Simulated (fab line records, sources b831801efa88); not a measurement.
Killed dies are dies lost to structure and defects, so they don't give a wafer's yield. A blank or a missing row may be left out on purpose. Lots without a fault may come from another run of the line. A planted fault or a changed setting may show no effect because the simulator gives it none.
A struck lot beside a sound one | flow sky130 | 15 steps out of a route of 708
Sound: wafers L495.1, L495.3, L495.4. Struck: wafers L502.1, L502.2, L502.6. The cause comes at the end.
At each step with rows: each side's tool, then ch and its chambers, then its first start. Under that, the readings that differ: sound wafers | struck wafers | difference of the means | sigmas: that difference in standard deviations of wafers without a fault.
alike: readings whose means differ by less than 2 such deviations, and words and numbers that are the same on both sides. not compared: withheld readings, readings that some wafer has no value for, bounds like >300 that may hide the same value, and numbers for which the record gives no deviation and whose values overlap.
The two part at a step that has a row with sigmas, a row that says differs or no value, or rows on one side only. Numbers that don't overlap but have no deviation are shown without sigmas and don't part them. A reading that every wafer of one side lacks parts them only if that side has two wafers or more.

SKY_VIA3_ETCH_14: etches BARC in N2/H2, stops on SiO2, time 45.9 s, target depth 60 nm.
  sound on rie_diel-02 ch 0,1,3, day 40 23:46; struck on rie_diel-02 ch 1,2,3, day 43 04:12
  alike: drypump_motor_current_A, oes_product_au, throttle_valve_pct
  not compared: rf_hours_counter_h
SKY_VIA3_ETCH_15: etches SiO2 in C4F8/O2/Ar, stops on TiN, target depth 507 nm, time 78 s.
  sound on rie_diel-02 ch 0,1,3, day 40 23:49; struck on rie_diel-02 ch 1,2,3, day 43 04:15
  alike: oes_product_au
  not compared: rf_hours_counter_h
then, 4 steps without rows for these wafers: SKY_VIA3_STRIP_16 (strips in O2/N2); SKY_VIA3_STRIP_17 (strips in post etch residue remover, time 1200 s); SKY_VIA3_CLEAN_18 (cleans in IPA, time 180 s); SKY_VIA3_CLEAN_19 (cleans in O3/DIW).
SKY_VIA3_SPUTTER_20: material TiN, target thk 20 nm, time 80 s.
  sound on pvd_sputter-02, day 41 01:00; struck on pvd_sputter-02, day 43 04:54
  alike: cathode_dc_power_W, chamber_pressure_pa, throttle_valve_pct
then, 1 step without rows for these wafers: SKY_VIA3_CVD_21 (deposits W, target thk 390 nm, time 117.31 s).
SKY_VIA3_RS_MEAS_22: measures by four-point-probe.
  sound on film_metro-04, day 41 01:11; struck on film_metro-04, day 43 05:05
  alike: VIA3_W_RS
SKY_VIA3_THK_MEAS_23: measures by xrf.
  sound on film_metro-04, day 41 01:18; struck on film_metro-04, day 43 05:13
  alike: VIA3_W_THK
SKY_VIA3_CMP_24: polishes, stops on SiO2, t overpolish 20 s, target thk 0 nm.
  sound on cmp-02 ch 0,1,2, day 41 01:22; struck on cmp-01 ch 0,2, day 43 05:16
  alike: motor_current_A, overpolish_run_s, time_to_endpoint_s
SKY_METAL4_SPUTTER_00: material Ti, target thk 15 nm, time 10 s.
  sound on pvd_sputter-01, day 41 01:40; struck on pvd_sputter-01, day 43 05:34
  alike: cathode_dc_power_W, chamber_pressure_pa, throttle_valve_pct
SKY_METAL4_SPUTTER_01: material TiN, target thk 20 nm, time 16.7 s.
  sound on pvd_sputter-01, day 41 01:41; struck on pvd_sputter-01, day 43 05:35
  no value came back on the struck wafers for cathode_dc_power_W (W), chamber_pressure_pa (Pa), throttle_valve_pct (%); on the sound wafers cathode_dc_power_W (W) reads 6500.3 6497.3 6501.2
then, 1 step without rows for these wafers: SKY_METAL4_SPUTTER_02 (material AlCu, target thk 735 nm, time 39.1 s).
-- the record jumps here: 5 days lie between the struck wafers' starts before and after (it left off in module METAL4 and takes up again in module PAD_OPEN, whose first step shown is number 708 of the route) --
SKY_PAD_OPEN_PROBE_99:
  sound on prober-02, day 46 22:46; struck on prober-02, day 48 14:53
  reading                       | sound           | struck                  | difference | sigmas
  model.etest.via3_chain.rc_ohm | 9.627 9.596     | 9.22 9.056 9.435        | -0.37      |
  model.etest.met4.line_ohm_um  | 0.145 0.1457    | 0.1516 0.1496 0.151     | +0.0054    |
  model.etest.met4.rs_ohm_sq    | 0.04233 0.04263 | 0.04534 0.04479 0.04514 | +0.00261   |

WHERE THEY PART
Only at SKY_METAL4_SPUTTER_01, within this record.

WHY: what the simulator had put in
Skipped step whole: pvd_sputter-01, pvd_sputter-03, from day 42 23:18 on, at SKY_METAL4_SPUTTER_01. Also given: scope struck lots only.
